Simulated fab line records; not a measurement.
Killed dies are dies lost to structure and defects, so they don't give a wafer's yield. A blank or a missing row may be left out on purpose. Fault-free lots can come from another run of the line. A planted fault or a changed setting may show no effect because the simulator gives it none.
Split-lot study || flow gf180mcu || 23 wafers read across 5 lots, on a route 602 steps long

SPLIT DETAILS
At GF_V3_CVD_00 (deposits SiO2, target thk 600 nm, time 100 s), the setting sih4_flow_sccm was moved away from the recipe's 60 sccm on 9 of the 23 wafers read, by -11.8% to +14.4%. All remaining wafers had this setting at the recipe value.

Split to reading: the file shows no intervening step.

THE READING
V3_CVD_00_THK (nm), taken at GF_V3_THK_MEAS_01. On this fab line, fault-free wafers typically give 600 nm with a standard deviation of 7.2 nm.

{"wafer": "L075.2", "tool, chamber at the split": "hdpcvd-02, 1", "sih4_flow_sccm as run, sccm": 52.89, "against the recipe": "-11.8%", "V3_CVD_00_THK, nm": 530, "against lot-mates on the recipe": -67}
{"wafer": "L075.3", "tool, chamber at the split": "hdpcvd-02, 2", "sih4_flow_sccm as run, sccm": 60, "against the recipe": "recipe", "V3_CVD_00_THK, nm": 593, "against lot-mates on the recipe": "-"}
{"wafer": "L075.4", "tool, chamber at the split": "hdpcvd-02, 1", "sih4_flow_sccm as run, sccm": 60, "against the recipe": "recipe", "V3_CVD_00_THK, nm": 600, "against lot-mates on the recipe": "-"}
{"wafer": "L075.5", "tool, chamber at the split": "hdpcvd-02, 2", "sih4_flow_sccm as run, sccm": 52.89, "against the recipe": "-11.8%", "V3_CVD_00_THK, nm": 526, "against lot-mates on the recipe": -71}
{"wafer": "L075.6", "tool, chamber at the split": "hdpcvd-02, 0", "sih4_flow_sccm as run, sccm": 60, "against the recipe": "recipe", "V3_CVD_00_THK, nm": 597, "against lot-mates on the recipe": "-"}
{"wafer": "L078.1", "tool, chamber at the split": "hdpcvd-01, 2", "sih4_flow_sccm as run, sccm": 60, "against the recipe": "recipe", "V3_CVD_00_THK, nm": 590, "against lot-mates on the recipe": "-"}
{"wafer": "L078.2", "tool, chamber at the split": "hdpcvd-01, 1", "sih4_flow_sccm as run, sccm": 68.23, "against the recipe": "+13.7%", "V3_CVD_00_THK, nm": 676, "against lot-mates on the recipe": "+84"}
{"wafer": "L078.3", "tool, chamber at the split": "hdpcvd-01, 2", "sih4_flow_sccm as run, sccm": 60, "against the recipe": "recipe", "V3_CVD_00_THK, nm": 593, "against lot-mates on the recipe": "-"}
{"wafer": "L078.5", "tool, chamber at the split": "hdpcvd-01, 1", "sih4_flow_sccm as run, sccm": 68.23, "against the recipe": "+13.7%", "V3_CVD_00_THK, nm": 683, "against lot-mates on the recipe": "+91"}
{"wafer": "L078.6", "tool, chamber at the split": "hdpcvd-01, 2", "sih4_flow_sccm as run, sccm": 60, "against the recipe": "recipe", "V3_CVD_00_THK, nm": 594, "against lot-mates on the recipe": "-"}
{"wafer": "L079.1", "tool, chamber at the split": "hdpcvd-01, 2", "sih4_flow_sccm as run, sccm": 56.85, "against the recipe": "-5.2%", "V3_CVD_00_THK, nm": 563, "against lot-mates on the recipe": -37}
{"wafer": "L079.2", "tool, chamber at the split": "hdpcvd-01, 1", "sih4_flow_sccm as run, sccm": 56.85, "against the recipe": "-5.2%", "V3_CVD_00_THK, nm": 571, "against lot-mates on the recipe": -29}
{"wafer": "L079.3", "tool, chamber at the split": "hdpcvd-01, 1", "sih4_flow_sccm as run, sccm": 60, "against the recipe": "recipe", "V3_CVD_00_THK, nm": 600, "against lot-mates on the recipe": "-"}
{"wafer": "L079.5", "tool, chamber at the split": "hdpcvd-01, 2", "sih4_flow_sccm as run, sccm": 60, "against the recipe": "recipe", "V3_CVD_00_THK, nm": 600, "against lot-mates on the recipe": "-"}
{"wafer": "L079.6", "tool, chamber at the split": "hdpcvd-01, 1", "sih4_flow_sccm as run, sccm": 56.85, "against the recipe": "-5.2%", "V3_CVD_00_THK, nm": 578, "against lot-mates on the recipe": -22}
{"wafer": "L080.2", "tool, chamber at the split": "hdpcvd-01, 2", "sih4_flow_sccm as run, sccm": 60, "against the recipe": "recipe", "V3_CVD_00_THK, nm": 599, "against lot-mates on the recipe": "-"}
{"wafer": "L080.5", "tool, chamber at the split": "hdpcvd-01, 1", "sih4_flow_sccm as run, sccm": 60, "against the recipe": "recipe", "V3_CVD_00_THK, nm": 604, "against lot-mates on the recipe": "-"}
{"wafer": "L080.6", "tool, chamber at the split": "hdpcvd-01, 0", "sih4_flow_sccm as run, sccm": 60, "against the recipe": "recipe", "V3_CVD_00_THK, nm": 609, "against lot-mates on the recipe": "-"}
{"wafer": "L083.1", "tool, chamber at the split": "hdpcvd-01, 2", "sih4_flow_sccm as run, sccm": 60, "against the recipe": "recipe", "V3_CVD_00_THK, nm": 593, "against lot-mates on the recipe": "-"}
{"wafer": "L083.2", "tool, chamber at the split": "hdpcvd-01, 0", "sih4_flow_sccm as run, sccm": 60, "against the recipe": "recipe", "V3_CVD_00_THK, nm": 601, "against lot-mates on the recipe": "-"}
{"wafer": "L083.3", "tool, chamber at the split": "hdpcvd-01, 1", "sih4_flow_sccm as run, sccm": 60, "against the recipe": "recipe", "V3_CVD_00_THK, nm": 597, "against lot-mates on the recipe": "-"}
{"wafer": "L083.4", "tool, chamber at the split": "hdpcvd-01, 2", "sih4_flow_sccm as run, sccm": 68.65, "against the recipe": "+14.4%", "V3_CVD_00_THK, nm": 681, "against lot-mates on the recipe": "+84"}
{"wafer": "L083.5", "tool, chamber at the split": "hdpcvd-01, 0", "sih4_flow_sccm as run, sccm": 68.65, "against the recipe": "+14.4%", "V3_CVD_00_THK, nm": 692, "against lot-mates on the recipe": "+95"}

THE FIT
A straight line over all 23 wafers: V3_CVD_00_THK changes by +5.94 nm for each +1% of sih4_flow_sccm; r = +0.99; the points scatter about the line by 5.3 nm.
The same after taking each lot's own level away (the mean of its wafers on the recipe; 23 wafers): +6.09 nm for each +1%; r = +1.00; scatter 4.2 nm.
Per that fit: largest sih4_flow_sccm move, reading shift of 88 nm.
From 592.3 to 604.0 nm: that is the span of the lots' own levels, equal to 1.6 times the standard deviation above.
Consequently the slope shifts little with the lot-to-lot level, the two slopes agreeing.
Check: for one of the wafers moved furthest among these (+14.4%), held out of the fit, the line's prediction against its lot-mates is +90.3 nm. It came out at +84 nm against them.

OTHER SPLITS APPLIED TO THESE WAFERS
Other splits were also applied to these wafers ahead of the reading. Each is held against what the fit with the lots' levels taken away leaves over:
{"other split on the same wafers": "GF_M3_SPUTTER_02 chamber_pressure_pa", "wafers away from the commonest value": 18, "r with V3_CVD_00_THK (lot level and that fit taken away)": "+0.03"}

THE WHOLE CHAIN: every reading that the file lists as answering this split, in the file's order
{"step": "GF_V3_CVD_00", "what it does": "deposits SiO2, target thk 600 nm, time 100 s", "reading": "SiO2_of_V3_CVD_00.thk_nm (the simulator's own value, which no gauge read)", "change (the file's fit)": "+6.1 nm for each +1% of the setting", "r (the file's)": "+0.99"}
{"step": "GF_V3_THK_MEAS_01", "what it does": "", "reading": "V3_CVD_00_THK", "change (the file's fit)": "+6.11 for each +1% of the setting", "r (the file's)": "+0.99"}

THE FILE'S OWN FIT
V3_CVD_00_THK changes by +6.11 nm for each +1% of sih4_flow_sccm, r = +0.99.
